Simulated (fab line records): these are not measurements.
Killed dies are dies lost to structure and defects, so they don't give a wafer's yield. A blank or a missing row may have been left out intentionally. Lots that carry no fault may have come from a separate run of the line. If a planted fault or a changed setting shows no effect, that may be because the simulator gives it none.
Which of the tools did it? | flow sky130 | Sampling: 11 lots, 33 wafers, 3 of 708 route steps

## WHAT THE GAUGES SHOWED, per wafer
SKY_LDD_HVN_OVL_MEAS_07. Usual: for LDD_HVN_OVL the level is -0.7 nm and the standard deviation is 1.3.
lot  | measured     | on         | LDD_HVN_OVL (nm)                    | flag
L708 | day 20 08:50 | overlay-01 | -0.2 -1.1 -0.3                      |
L710 | day 21 07:04 | overlay-02 | -2.0 -3.7 -2.9                      |
L711 | day 21 16:26 | overlay-02 | -0.1 -1.5 -1.0                      |
L714 | day 22 19:43 | overlay-02 | 0.8 -0.7 0.4                        |
L715 | day 22 22:47 | overlay-01 | -1.4 -0.3 -0.4                      |
L717 | day 24 08:35 | overlay-01 | -1.8 -2.1 -2.3                      |
L719 | day 24 16:37 | overlay-02 | -52.6 -52.9 -53.9 -53.0 -53.4 -54.0 | OFF
L720 | day 24 22:52 | overlay-01 | -54.8 -52.9 -54.0 -56.2 -53.9 -54.4 | OFF
L724 | day 26 06:08 | overlay-01 | -52.8 -53.6 -52.7 -53.1 -54.0 -53.7 | OFF
L726 | day 27 01:22 | overlay-02 | 0.1 -1.0 0.4                        |
L730 | day 28 09:23 | overlay-01 | -0.5 -2.1 -1.3                      |

## EACH LOT AND THE TOOL THAT RAN IT (in order: tool; ch and the chambers of the sampled wafers; start)
lot  | SKY_NWELL_STRIP_14                  | SKY_LDD_HVN_EXPOSE_04
L708 | plasma-asher-04 ch 0,1, day 4 15:03 | iline-stepper-02 ch 0, day 19 17:46
L710 | plasma-asher-01 ch 0,1, day 5 01:40 | iline-stepper-01 ch 0, day 20 15:55
L711 | plasma-asher-04 ch 0,1, day 5 09:25 | iline-stepper-01 ch 0, day 21 01:13
L714 | plasma-asher-01 ch 0,1, day 6 02:55 | iline-stepper-02 ch 0, day 22 04:13
L715 | plasma-asher-02 ch 0,1, day 6 07:28 | iline-stepper-02 ch 0, day 22 07:44
L717 | plasma-asher-01 ch 0,1, day 6 22:54 | iline-stepper-01 ch 0, day 23 17:50
L719 | plasma-asher-02 ch 0,1, day 7 10:06 | iline-stepper-01 ch 0, day 24 02:25
L720 | plasma-asher-02 ch 0,1, day 7 13:42 | iline-stepper-01 ch 0, day 24 08:52
L724 | plasma-asher-04 ch 0,1, day 8 13:06 | iline-stepper-01 ch 0, day 25 16:01
L726 | plasma-asher-02 ch 0,1, day 9 00:39 | iline-stepper-02 ch 0, day 26 11:26
L730 | plasma-asher-01 ch 0,1, day 9 22:06 | iline-stepper-02 ch 0, day 27 19:23
- SKY_NWELL_STRIP_14: strips in O2/N2.
- SKY_LDD_HVN_EXPOSE_04: exposes mask HVNTM, target cd 700 nm.

## AS READ BY THE TOOLS THEMSELVES (means over the sampled wafers that have a number; for cases with no such wafer, the mark the record gives instead)
SKY_NWELL_STRIP_14. Usual: drypump-motor-current-A 5.42 A, standard deviation 0.3; oes-product-au 0.722 a.u., standard deviation 0.0044; strip-time-to-endpoint-s 36.91 s, standard deviation 0.096.
lot  | tool            | drypump-motor-current-A (A) | oes-product-au (a.u.) | strip-time-to-endpoint-s (s) | flag
L708 | plasma-asher-04 | 5.29                        | 0.722                 | 36.99                        |
L710 | plasma-asher-01 | 5.44                        | 0.722                 | 37.00                        |
L711 | plasma-asher-04 | 5.26                        | 0.724                 | 36.79                        |
L714 | plasma-asher-01 | 5.45                        | 0.723                 | 37.03                        |
L715 | plasma-asher-02 | 5.63                        | 0.720                 | 36.91                        |
L717 | plasma-asher-01 | 5.45                        | 0.720                 | 37.12                        |
L719 | plasma-asher-02 | 5.38                        | 0.722                 | 36.90                        |
L720 | plasma-asher-02 | 5.63                        | 0.720                 | 36.88                        |
L724 | plasma-asher-04 | 5.27                        | 0.720                 | 36.85                        |
L726 | plasma-asher-02 | 5.38                        | 0.724                 | 36.78                        |
L730 | plasma-asher-01 | 5.44                        | 0.723                 | 36.90                        |

## THE ANSWER, worked out from the rows above alone
Rule: take the mean of a lot's wafers that have a number; if it is more than 3 standard deviations from the usual mean, the lot is off. Also off: a lot with no number at a reading for which 4 or more lots have one. All remaining lots with rows at the step are treated as sound. First the gauges in route order, then the tools' own readings, where a lot's mean is used as printed above. The first step at which some lot is off is used, and at that step the reading that is off furthest; a lot without a number counts as furthest.
Off: L719, L720, L724, at SKY_LDD_HVN_OVL_MEAS_07 (LDD_HVN_OVL).
If a tool, at a process step before that reading, ran all the lots that are off and no sound lot after the first of them, it fits. Those tools and the gauges at SKY_LDD_HVN_OVL_MEAS_07 are tried in the same way. One candidate fits, namely iline-stepper-01 at SKY_LDD_HVN_EXPOSE_04. A fault onset in the window from L717 (day 23 17:50, its last sound lot) to L719 (day 24 02:25, its first lot off) fits.

## WHAT THE SIMULATOR PUT IN
Scanner matching overlay: iline-stepper-01, from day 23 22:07 on, at SKY_LDD_HVN_EXPOSE_04. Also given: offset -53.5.
Shown lots that were struck: L719, L720, L724. Same finding as the rule above.
